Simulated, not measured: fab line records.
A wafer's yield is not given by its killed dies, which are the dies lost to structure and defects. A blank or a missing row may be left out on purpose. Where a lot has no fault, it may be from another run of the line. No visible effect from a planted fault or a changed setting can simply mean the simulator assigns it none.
One fault seen from 2 desks :: flow gf180mcu :: each desk has only its own numbers; what lay behind them comes last

## FROM THE METROLOGY DESK
Means of the sampled wafers that have a number, per lot and without regard to the tool the lot ran on: this is what the gauges read. A lot is out of limits, marked OUT, if its mean lies more than 4 standard deviations from the usual mean; the brackets give that distance.
Columns: A = V1_BOW at GF_V1_BOW_MEAS_05, usual 83 um
lot: L391
first seen here: day 17 00:51
A: 83

lot: L392
first seen here: day 17 09:52
A: 80

lot: L397
first seen here: day 19 11:23
A: 88

lot: L398
first seen here: day 19 19:46
A: 80

lot: L399
first seen here: day 20 06:10
A: 74

lot: L400
first seen here: day 20 12:24
A: 84

lot: L401
first seen here: day 21 00:11
A: 69

lot: L402
first seen here: day 21 05:50
A: 86

lot: L404
first seen here: day 22 05:26
A: 80

lot: L405
first seen here: day 22 10:41
A: 88

lot: L408
first seen here: day 23 09:08
A: 91

lot: L412
first seen here: day 24 17:11
A: 79
This desk's verdict: no lot among the 12 shows anything out of limits.

## FOR THE TOOL OWNER'S DESK: cmp-01
The tool's own readings at GF_V1_CMP_04 (polishes SiO2): means of the sampled wafers that have a number, for each lot that ran on this tool. A lot is out of limits, marked OUT, if its mean lies more than 4 standard deviations from the usual mean; the brackets give that distance.
Columns: A = motor_current_A at GF_V1_CMP_04, usual 12.4 A; B = time_to_endpoint_s at GF_V1_CMP_04, usual 78 s
lot: L397
first seen here: day 19 11:07
A: 13.0
B: 85

lot: L399
first seen here: day 20 05:50
A: 13.4
B: 78

lot: L400
first seen here: day 20 12:10
A: 12.1
B: 75

lot: L401
first seen here: day 20 23:58
A: 13.1
B: 79

lot: L402
first seen here: day 21 05:32
A: 11.9
B: 76

lot: L404
first seen here: day 22 05:10
A: 12.4
B: 106 (+5.3) OUT

lot: L405
first seen here: day 22 10:25
A: 13.9
B: 99 (+4.0) OUT

lot: L408
first seen here: day 23 08:53
A: 12.5
B: 101 (+4.3) OUT
This desk's verdict: out of limits on L404, L405, L408, starting with L404 at day 22 05:10 (time_to_endpoint_s at GF_V1_CMP_04). Within limits: L397, L399, L400, L401, L402.

## PUT TOGETHER
An alarm could have come from the tool owner's desk at day 22 05:10, on L404, L405, L408.
Nothing out of limits was seen by the metrology desk.
The metrology desk holds a record of L404, L405, L408, inside its limits.
The lots listed all ran GF_V1_CMP_04 on cmp-01.

## WHAT THE SIMULATOR HAD PUT IN
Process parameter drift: cmp-01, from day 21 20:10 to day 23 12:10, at GF_V1_CMP_04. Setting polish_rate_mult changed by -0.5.
Shown lots that were struck: L404, L405, L408.
Each desk's first reading out of limits, in hours after the fault started: the tool owner's desk, 9.
